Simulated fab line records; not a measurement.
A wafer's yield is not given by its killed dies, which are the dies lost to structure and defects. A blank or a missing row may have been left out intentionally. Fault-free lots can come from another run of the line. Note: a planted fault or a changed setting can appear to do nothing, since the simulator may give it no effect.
fab line records    flow sky130
record: lots: 13  wafers: 39  last-day: 50
route steps=708 shown NWELL@67 VT_ADJUST_LVTN@104 VT_ADJUST_NCORE@129
lots that met no fault: from a run of the same line without faults
start-h: start of the lot's first displayed wafer, in hours after the record's first day    wait-h: time in hours since the lot's previous step    " same as the row above    L1.1+2: several wafers, shown together as one row    - no value, or no start was given    * or withheld: withheld    < > ~ a bound
route shown NAME@n: NAME is a module with steps in the file, n the number in the route of the first one    usual: average and standard deviation across the fault-free wafers    same: alike in all rows    chamber/n: place in a boat    sites: each site's reading    _std_site: the values' standard deviation    _edge_site: outer sites' mean less inner sites'    radius-mm: how far each site lies from the wafer's centre    mask NAME#n: copy n    behind: the tool/chamber that last shaped the wafer    hold: what put the lot on hold/how long, in hours/how the hold closed    device: transistor that didn't switch, given as n, p or np    end of line: the route-end tests of the same wafers    step lacking rows: just its recipe    killed: at the first sort, the dies lost to defects and structure; wafer yield is something else    map: a wafer's dies, marking killed ones x, the rest . and places with no die _
set.NAME: the run value of the setting; set.NAME@STEP: its run value at that earlier step    model.NAME: the simulator's own value behind a step, which no gauge read
steps of the route over a sample of lots; a table a step, a row a wafer
services: when a tool's chamber went out of use (start-h, in hours from the record's first day, below 0 if earlier), for how many hours, and the reason
== steps ==
step: SKY_NWELL_STRIP_14
recipe: chemistry: O2/N2  power-w: 1400  pressure-mtorr: 1500  platen-temp-c: withheld  o2-flow-sccm: 3000  n2-flow-sccm: 300  overash-fraction: 0.5
usual: drypump-motor-current-A: 5.7/0.55  oes-product-au: 0.722/0.0045  strip-time-to-endpoint-s: 36.91/0.11
lot.wafer  tool             chamber  start-h  wait-h  drypump-motor-current-A  oes-product-au  rf-hours-counter-h  strip-time-to-endpoint-s
L113.1     plasma-asher-03  1        88.44    0.1     5.4                      0.723           41                  37.01
L113.5     "                0        "        "       6.2                      0.720           -                   37.00
L113.6     "                1        "        "       5.4                      0.719           -                   37.05
L114.4     plasma-asher-01  1        93.78    0.1     4.8                      0.725           -                   37.09
L114.5     "                1        "        "       4.8                      0.713           -                   36.90
L114.6     "                0        "        "       6.3                      0.724           -                   37.08
L117.3     plasma-asher-01  1        110.36   0.1     4.8                      0.720           -                   36.97
L117.4     "                0        "        "       6.3                      0.716           -                   36.87
L117.5     "                1        "        "       4.8                      0.725           -                   36.91
L119.1     plasma-asher-03  1        118.60   0.1     5.4                      0.717           0                   36.94
L119.3     "                1        "        "       5.3                      0.720           -                   36.88
L119.5     "                1        "        "       5.4                      0.723           -                   36.82
L120.4     plasma-asher-03  1        125.76   0.1     5.3                      0.713           -                   37.00
L120.5     "                1        "        "       5.3                      0.721           -                   36.98
L120.6     "                0        "        "       6.2                      0.727           -                   37.02
L123.1     plasma-asher-04  1        142.16   0.1     5.4                      0.723           45                  36.83
L123.3     "                0        "        "       6.0                      0.722           -                   36.81
L123.6     "                1        "        "       5.4                      0.721           -                   36.75
L124.1     plasma-asher-03  0        148.30   0.1     6.2                      0.730           3                   36.72
L124.5     "                1        "        "       5.3                      0.719           -                   36.85
L124.6     "                0        "        "       6.2                      0.722           -                   36.78
L125.1     plasma-asher-01  0        160.15   0.1     6.3                      0.717           48                  36.95
L125.3     "                1        "        "       4.8                      0.726           -                   36.89
L125.4     "                0        "        "       6.3                      0.724           -                   36.98
L126.1     plasma-asher-03  0        160.36   0.1     6.2                      0.722           4                   37.05
L126.3     "                1        "        "       5.3                      0.719           -                   36.84
L126.6     "                1        "        "       5.3                      0.725           -                   36.98
L128.1     plasma-asher-01  0        187.25   0.1     6.3                      0.716           51                  36.83
L128.4     "                0        "        "       6.3                      0.724           -                   36.80
L128.5     "                1        "        "       4.8                      0.728           -                   36.64
L133.3     plasma-asher-04  0        207.46   0.1     6.0                      0.724           -                   36.91
L133.5     "                1        "        "       5.4                      0.717           -                   36.91
L133.6     "                0        "        "       6.0                      0.718           -                   36.89
L134.2     plasma-asher-01  0        216.16   0.1     6.3                      0.719           52                  37.09
L134.4     "                1        "        "       4.8                      0.727           -                   36.93
L134.6     "                1        "        "       4.8                      0.719           -                   37.08
L136.1     plasma-asher-03  0        221.00   0.1     6.2                      0.722           10                  36.96
L136.4     "                0        "        "       6.2                      0.728           -                   36.96
L136.5     "                0        "        "       6.2                      0.726           -                   36.88
step: SKY_VT_ADJUST_LVTN_OVL_MEAS_07
usual: VT_ADJUST_LVTN_OVL: 0.5/1.1
lot.wafer  tool        chamber  start-h  wait-h  VT_ADJUST_LVTN_OVL[nm]
L113.1     overlay-01  -        142.67   -       2.3
L113.5     "           -        "        "       2.8
L113.6     "           -        "        "       0.7
L114.4     overlay-01  -        149.26   -       2.1
L114.5     "           -        "        "       1.6
L114.6     "           -        "        "       2.5
L117.3     overlay-02  -        167.93   -       0.1
L117.4     "           -        "        "       1.4
L117.5     "           -        "        "       0.7
L119.1     overlay-02  -        177.29   -       -1.2
L119.3     "           -        "        "       0.1
L119.5     "           -        "        "       -0.2
L120.4     overlay-01  -        185.61   -       1.1
L120.5     "           -        "        "       -0.1
L120.6     "           -        "        "       1.2
L123.1     overlay-01  -        203.19   -       0.0
L123.3     "           -        "        "       1.5
L123.6     "           -        "        "       1.9
L124.1     overlay-01  -        210.49   -       0.0
L124.5     "           -        "        "       0.6
L124.6     "           -        "        "       0.3
L125.1     overlay-02  -        222.82   -       1.3
L125.3     "           -        "        "       0.5
L125.4     "           -        "        "       1.5
L126.1     overlay-02  -        223.17   -       -1.0
L126.3     "           -        "        "       -0.9
L126.6     "           -        "        "       0.1
L128.1     overlay-01  -        253.64   -       0.6
L128.4     "           -        "        "       0.2
L128.5     "           -        "        "       0.6
L133.3     overlay-01  -        280.00   -       0.8
L133.5     "           -        "        "       0.1
L133.6     "           -        "        "       -0.6
L134.2     overlay-02  -        288.14   -       0.2
L134.4     "           -        "        "       0.2
L134.6     "           -        "        "       -0.3
L136.1     overlay-02  -        293.44   -       1.0
L136.4     "           -        "        "       1.6
L136.5     "           -        "        "       1.4
step: SKY_VT_ADJUST_LVTN_EXPOSE_15
recipe: mask-id: HVN_STD_DERIVED  na: 0.6  source-shape: conventional  sigma-outer: 0.6  polarization: unpolarized  target-cd-nm: 600  dose-mj: 163
usual: exposure-dose-mJ-cm2: 163.01/0.18
same: na: 0.6
lot.wafer  tool              chamber  start-h  wait-h  mask               exposure-dose-mJ-cm2
L113.1     iline-stepper-02  0        152.79   -       HVN_STD_DERIVED#0  162.89
L113.5     "                 0        "        "       HVN_STD_DERIVED#0  162.85
L113.6     "                 0        "        "       HVN_STD_DERIVED#0  162.76
L114.4     iline-stepper-02  0        160.00   -       HVN_STD_DERIVED#0  163.07
L114.5     "                 0        "        "       HVN_STD_DERIVED#0  162.92
L114.6     "                 0        "        "       HVN_STD_DERIVED#0  162.98
L117.3     iline-stepper-02  0        178.58   -       HVN_STD_DERIVED#0  163.10
L117.4     "                 0        "        "       HVN_STD_DERIVED#0  163.18
L117.5     "                 0        "        "       HVN_STD_DERIVED#0  163.02
L119.1     iline-stepper-01  0        187.61   -       HVN_STD_DERIVED#0  163.22
L119.3     "                 0        "        "       HVN_STD_DERIVED#0  162.85
L119.5     "                 0        "        "       HVN_STD_DERIVED#0  162.80
L120.4     iline-stepper-01  0        196.00   -       HVN_STD_DERIVED#0  163.09
L120.5     "                 0        "        "       HVN_STD_DERIVED#0  162.89
L120.6     "                 0        "        "       HVN_STD_DERIVED#0  163.38
L123.1     iline-stepper-01  0        214.25   -       HVN_STD_DERIVED#0  163.12
L123.3     "                 0        "        "       HVN_STD_DERIVED#0  162.97
L123.6     "                 0        "        "       HVN_STD_DERIVED#0  162.93
L124.1     iline-stepper-02  0        221.96   -       HVN_STD_DERIVED#0  163.11
L124.5     "                 0        "        "       HVN_STD_DERIVED#0  162.90
L124.6     "                 0        "        "       HVN_STD_DERIVED#0  163.20
L125.1     iline-stepper-01  0        234.72   -       HVTPM#0            162.97
L125.3     "                 0        "        "       HVTPM#0            162.69
L125.4     "                 0        "        "       HVTPM#0            162.60
L126.1     iline-stepper-01  0        235.07   -       HVN_STD_DERIVED#0  162.60
L126.3     "                 0        "        "       HVN_STD_DERIVED#0  162.84
L126.6     "                 0        "        "       HVN_STD_DERIVED#0  162.79
L128.1     iline-stepper-02  0        266.12   -       HVN_STD_DERIVED#0  163.43
L128.4     "                 0        "        "       HVN_STD_DERIVED#0  163.24
L128.5     "                 0        "        "       HVN_STD_DERIVED#0  163.39
L133.3     iline-stepper-02  0        292.78   -       HVN_STD_DERIVED#0  163.12
L133.5     "                 0        "        "       HVN_STD_DERIVED#0  163.20
L133.6     "                 0        "        "       HVN_STD_DERIVED#0  162.92
L134.2     iline-stepper-01  0        300.67   -       HVN_STD_DERIVED#0  163.03
L134.4     "                 0        "        "       HVN_STD_DERIVED#0  163.30
L134.6     "                 0        "        "       HVN_STD_DERIVED#0  163.15
L136.1     iline-stepper-01  0        306.34   -       HVN_STD_DERIVED#0  162.95
L136.4     "                 0        "        "       HVN_STD_DERIVED#0  163.08
L136.5     "                 0        "        "       HVN_STD_DERIVED#0  162.75
step: SKY_VT_ADJUST_LVTN_OVL_MEAS_18
usual: VT_ADJUST_LVTN_01_OVL: 0.2/1.3
lot.wafer  tool        chamber  start-h  wait-h  VT_ADJUST_LVTN_01_OVL[nm]
L113.1     overlay-01  -        162.42   0.1     0.5
L113.5     "           -        "        "       -1.3
L113.6     "           -        "        "       0.8
L114.4     overlay-02  -        170.11   0.1     -1.1
L114.5     "           -        "        "       -1.8
L114.6     "           -        "        "       -0.7
L117.3     overlay-02  -        187.88   0.1     0.1
L117.4     "           -        "        "       -2.0
L117.5     "           -        "        "       0.4
L119.1     overlay-01  -        197.44   0.1     0.1
L119.3     "           -        "        "       0.6
L119.5     "           -        "        "       0.6
L120.4     overlay-01  -        206.19   0.1     1.5
L120.5     "           -        "        "       1.4
L120.6     "           -        "        "       0.2
L123.1     overlay-01  -        224.99   0.1     1.7
L123.3     "           -        "        "       2.4
L123.6     "           -        "        "       0.2
L124.1     overlay-01  -        233.37   0.1     0.1
L124.5     "           -        "        "       -0.7
L124.6     "           -        "        "       -0.3
L125.1     overlay-02  -        246.29   0.1     -
L125.3     "           -        "        "       -
L125.4     "           -        "        "       -
L126.1     overlay-01  -        246.64   0.1     1.6
L126.3     "           -        "        "       0.7
L126.6     "           -        "        "       1.7
L128.1     overlay-01  -        278.12   0.1     1.7
L128.4     "           -        "        "       2.5
L128.5     "           -        "        "       1.0
L133.3     overlay-01  -        304.98   0.1     -0.2
L133.5     "           -        "        "       -0.2
L133.6     "           -        "        "       0.8
L134.2     overlay-02  -        313.63   0.1     -0.4
L134.4     "           -        "        "       0.3
L134.6     "           -        "        "       -0.2
L136.1     overlay-01  -        320.02   0.1     2.5
L136.4     "           -        "        "       2.3
L136.5     "           -        "        "       0.2
step: SKY_VT_ADJUST_LVTN_TW_MEAS_21
usual: VT_ADJUST_LVTN_2_TW: 187.6/1.3
lot.wafer  tool           chamber  start-h  wait-h  VT_ADJUST_LVTN_2_TW
L113.1     film-metro-02  -        162.71   0.1     188.1
L113.5     "              -        "        "       186.8
L113.6     "              -        "        "       187.7
L114.4     film-metro-02  -        170.41   0.1     188.2
L114.5     "              -        "        "       187.2
L114.6     "              -        "        "       188.5
L117.3     film-metro-03  -        188.18   0.1     186.6
L117.4     "              -        "        "       186.5
L117.5     "              -        "        "       185.5
L119.1     film-metro-02  -        197.72   0.1     186.5
L119.3     "              -        "        "       188.1
L119.5     "              -        "        "       187.7
L120.4     film-metro-04  -        206.49   0.1     188.7
L120.5     "              -        "        "       189.0
L120.6     "              -        "        "       187.7
L123.1     film-metro-03  -        225.27   0.1     186.3
L123.3     "              -        "        "       186.0
L123.6     "              -        "        "       185.7
L124.1     film-metro-02  -        233.66   0.1     187.6
L124.5     "              -        "        "       188.4
L124.6     "              -        "        "       187.5
L125.1     film-metro-03  -        246.57   0.1     29.6
L125.3     "              -        "        "       29.5
L125.4     "              -        "        "       29.5
L126.1     film-metro-02  -        246.93   0.1     187.7
L126.3     "              -        "        "       186.7
L126.6     "              -        "        "       187.6
L128.1     film-metro-02  -        278.41   0.1     186.6
L128.4     "              -        "        "       187.1
L128.5     "              -        "        "       187.0
L133.3     film-metro-04  -        305.28   0.1     187.4
L133.5     "              -        "        "       188.0
L133.6     "              -        "        "       187.9
L134.2     film-metro-04  -        313.92   0.1     189.9
L134.4     "              -        "        "       189.8
L134.6     "              -        "        "       188.8
L136.1     film-metro-02  -        320.31   0.1     187.3
L136.4     "              -        "        "       188.6
L136.5     "              -        "        "       187.4
step: SKY_VT_ADJUST_NCORE_STRIP_10
recipe: chemistry: O2/N2  power-w: 1400  pressure-mtorr: 1500  platen-temp-c: withheld  o2-flow-sccm: 3000  n2-flow-sccm: 300  overash-fraction: 0.5
usual: drypump-motor-current-A: 5.7/0.56  oes-product-au: 0.716/0.0041  strip-time-to-endpoint-s: 14.17/0.049
lot.wafer  tool             chamber  start-h  wait-h  drypump-motor-current-A  oes-product-au  rf-hours-counter-h  strip-time-to-endpoint-s
L113.1     plasma-asher-02  1        183.40   0.1     5.6                      0.709           37                  14.25
L113.5     "                1        "        "       5.6                      0.718           -                   14.28
L113.6     "                0        "        "       6.2                      0.710           -                   14.24
L114.4     plasma-asher-01  0        190.80   0.1     6.3                      0.711           -                   14.17
L114.5     "                1        "        "       4.8                      0.718           -                   14.15
L114.6     "                0        "        "       6.3                      0.717           -                   14.15
L117.3     plasma-asher-02  1        208.83   0.1     5.6                      0.711           -                   14.17
L117.4     "                0        "        "       6.2                      0.717           -                   14.12
L117.5     "                1        "        "       5.6                      0.717           -                   14.25
L119.1     plasma-asher-03  0        219.05   0.1     6.2                      0.715           10                  14.16
L119.3     "                1        "        "       5.3                      0.718           -                   14.15
L119.5     "                1        "        "       5.4                      0.714           -                   14.11
L120.4     plasma-asher-01  0        228.45   0.1     6.3                      0.715           -                   14.15
L120.5     "                0        "        "       6.3                      0.713           -                   14.14
L120.6     "                1        "        "       4.8                      0.718           -                   14.18
L123.1     plasma-asher-02  0        247.82   0.1     6.2                      0.727           43                  14.14
L123.3     "                0        "        "       6.2                      0.722           -                   14.16
L123.6     "                1        "        "       5.6                      0.717           -                   14.20
L124.1     plasma-asher-01  1        257.55   0.1     4.8                      0.717           56                  14.14
L124.5     "                1        "        "       4.8                      0.718           -                   14.12
L124.6     "                0        "        "       6.3                      0.711           -                   14.13
L125.1     plasma-asher-03  1        271.40   0.1     5.3                      0.717           15                  14.14
L125.3     "                0        "        "       6.2                      0.720           -                   14.17
L125.4     "                1        "        "       5.4                      0.717           -                   14.16
L126.1     plasma-asher-01  1        271.70   0.1     4.8                      0.717           57                  14.24
L126.3     "                1        "        "       4.8                      0.713           -                   14.26
L126.6     "                0        "        "       6.3                      0.721           -                   14.22
L128.1     plasma-asher-01  1        303.67   0.1     4.8                      0.715           60                  14.19
L128.4     "                0        "        "       6.3                      0.711           -                   14.19
L128.5     "                0        "        "       6.3                      0.719           -                   14.25
L133.3     plasma-asher-01  1        331.18   0.1     4.8                      0.705           -                   14.15
L133.5     "                1        "        "       4.8                      0.717           -                   14.13
L133.6     "                0        "        "       6.3                      0.724           -                   14.14
L134.2     plasma-asher-03  0        340.55   0.1     6.2                      0.713           21                  14.24
L134.4     "                1        "        "       5.3                      0.719           -                   14.25
L134.6     "                1        "        "       5.3                      0.715           -                   14.20
L136.1     plasma-asher-02  1        346.72   0.1     5.6                      0.718           53                  14.15
L136.4     "                1        "        "       5.6                      0.720           -                   14.17
L136.5     "                0        "        "       6.3                      0.724           -                   14.14
== services ==
tool              chamber  start-h  hours  kind
plasma-asher-01   -        98.46    1.9    repair
plasma-asher-03   -        108.75   9.0    pm
plasma-asher-03   0        108.75   9.0    vent-cycle
plasma-asher-03   1        108.75   9.0    vent-cycle
plasma-asher-03   0        117.75   -      clean
plasma-asher-03   1        117.75   -      clean
plasma-asher-04   -        120.82   2.8    pm
iline-stepper-01  -        134.45   1.7    pm
plasma-asher-04   -        143.69   4.9    repair
plasma-asher-03   -        150.50   2.8    pm
plasma-asher-01   -        161.90   2.8    pm
plasma-asher-01   -        201.48   10.9   repair
iline-stepper-02  -        233.37   1.7    pm
plasma-asher-01   -        234.74   1.3    repair
plasma-asher-01   -        246.27   3.2    repair
iline-stepper-02  -        253.82   5.5    repair
plasma-asher-03   -        295.94   4.4    repair
plasma-asher-02   -        300.83   0.4    repair
plasma-asher-03   -        315.81   4.0    repair
iline-stepper-02  -        328.88   0.6    repair
plasma-asher-02   -        332.70   3.2    repair
plasma-asher-04   -        345.66   15.6   pm
== key ==
first-sign: step: SKY_VT_ADJUST_LVTN_EXPOSE_15  reading: mask  direction: changed
effect: step: SKY_VT_ADJUST_LVTN_OVL_MEAS_18  reading: VT_ADJUST_LVTN_01_OVL  direction: missing
effect: step: SKY_VT_ADJUST_LVTN_TW_MEAS_21  reading: VT_ADJUST_LVTN_2_TW  direction: down  sigmas: 99+  usual: 187.6  struck: 29.5
met-at SKY_VT_ADJUST_LVTN_EXPOSE_15
struck-lots L125
sort-left-out L125.1,L125.3,L125.4
tester-left-out L125
not-acting-at SKY_NWELL_STRIP_14,SKY_VT_ADJUST_LVTN_OVL_MEAS_07,SKY_VT_ADJUST_NCORE_STRIP_10
onset-between 214.25 234.72
fault: kind: wrong-mask  tool: any  chamber: -  onset-h: 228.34  steps: SKY_VT_ADJUST_LVTN_EXPOSE_15  aux-copy: HVTPM#0  scope: struck-lots-only
tester-left-out: of these lots the tester's yield and bins aren't shown, on N5 and GAA mostly nor the transistor test; their killed dies are dies lost to structure and defects alone, not to doping, threshold or leakage, so they don't give the yield
sort-left-out: the simulated sort isn't trusted on such a fault, so these wafers' sort isn't shown, and their yield isn't known
